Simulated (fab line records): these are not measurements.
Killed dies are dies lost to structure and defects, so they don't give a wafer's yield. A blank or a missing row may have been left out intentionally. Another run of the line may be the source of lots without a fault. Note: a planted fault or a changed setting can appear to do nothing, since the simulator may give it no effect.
A struck lot beside a sound one || flow sky130 || 15 out of 708 route steps
Sound: the wafers L964.1, L964.3, L964.6. Wafers struck: L974.1, L974.2, L974.6. At the end, the cause is stated.
For every step that has rows: the tool of each side, followed by ch and its chambers, followed by its first start. Under that, the readings that differ: sound wafers || struck wafers || difference of the means || sigmas: that difference in standard deviations of wafers without a fault.
alike: readings whose means differ by less than 2 such deviations, and words and numbers that are the same on both sides. not compared: withheld readings, readings that some wafer has no value for, bounds like >300 that may hide the same value, and numbers for which the record gives no deviation and whose values overlap.
Wherever a step has rows on one side only, a row that says differs or no value, or a row with sigmas, the two part there. Numbers that don't overlap but have no deviation are shown without sigmas and don't part them. A reading missing from all wafers of one side parts the sides only when that side holds two or more wafers.

first, 5 steps without rows for these wafers: SKY_LDD_N_COAT_02 (resist thk 300 nm); SKY_LDD_N_SOFTBAKE_03 (time 60 s); SKY_LDD_N_EXPOSE_04 (exposes mask NTM, target cd 840 nm); SKY_LDD_N_PEB_05; SKY_LDD_N_DEVELOP_06 (develop time 60 s).
SKY_LDD_N_OVL_MEAS_07:
  sound: overlay-01 at day 19 18:11; struck: overlay-01 at day 23 06:38
  alike: LDD_N_OVL
then, 6 steps without rows for these wafers: SKY_LDD_N_IMPLANT_08; SKY_LDD_N_IMPLANT_09; SKY_LDD_N_IMPLANT_10; SKY_LDD_N_IMPLANT_11; SKY_LDD_N_IMPLANT_12; SKY_LDD_N_IMPLANT_13.
SKY_LDD_N_IMPLANT_14:
  sound on implanter-03 ch 0, day 19 19:07; struck on implanter-04 ch 0, day 23 07:34
{"reading": "doseIonsCm2", "sound": "5.003e+12 5.004e+12 5.005e+12", "struck": "7.438e+12 7.442e+12 7.433e+12", "difference": "+2.434e+12", "sigmas": "+99 or more"}
{"reading": "faradayCurrentUA", "sound": "27.8 28.6 28.8", "struck": "41.1 41.7 43.0", "difference": "+13.5", "sigmas": "+24"}
next, for these wafers, 1 step has no rows: SKY_LDD_N_IMPLANT_15.
-- a jump in the record: the struck wafers' starts before and after are 26 days apart (it breaks off in module LDD_N and resumes in module PAD_OPEN, where the first step shown is number 708 of the route) --
SKY_PAD_OPEN_PROBE_99:
  sound: prober-01 at day 47 04:09; struck: prober-01 at day 49 06:30
{"reading": "model.etest.tipN.rsOhmSq", "sound": "436.8 439.6 440", "struck": "446.4 451.2 447.8", "difference": "+9.7", "sigmas": ""}
{"reading": "model.etest.nfet_01v8_swapped.vtSatV (V)", "sound": "0.6518 0.6484 0.6459", "struck": "0.6805 0.6805 0.695", "difference": "+0.0366", "sigmas": ""}
{"reading": "model.etest.nfet_01v8_lvt.vtV (V)", "sound": "0.6201 0.6086 0.6066", "struck": "0.6268 0.628 0.6453", "difference": "+0.0216", "sigmas": ""}
{"reading": "model.etest.nfet_01v8_swapped.vtV (V)", "sound": "0.7027 0.7009 0.6934", "struck": "0.715 0.7139 0.7262", "difference": "+0.019", "sigmas": ""}
{"reading": "model.etest.nfet_01v8.vtV (V)", "sound": "0.7025 0.7011 0.6932", "struck": "0.7138 0.7131 0.7247", "difference": "+0.0183", "sigmas": ""}
  alike: killed_at_M0_to_M3, killed_at_M4_up, killedAtContacts, killedAtFrontEnd, killedAtOther, killedDies, killedOnRim, killedOpen, killedShort

## WHERE THEY PART
SKY_LDD_N_IMPLANT_14 only, going by this record. Later steps at which nothing parts them and some readings are alike: SKY_PAD_OPEN_PROBE_99.

WHY: what had been put in by the simulator
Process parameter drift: implanter-04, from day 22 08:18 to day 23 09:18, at SKY_LDD_N_IMPLANT_14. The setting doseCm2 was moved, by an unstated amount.
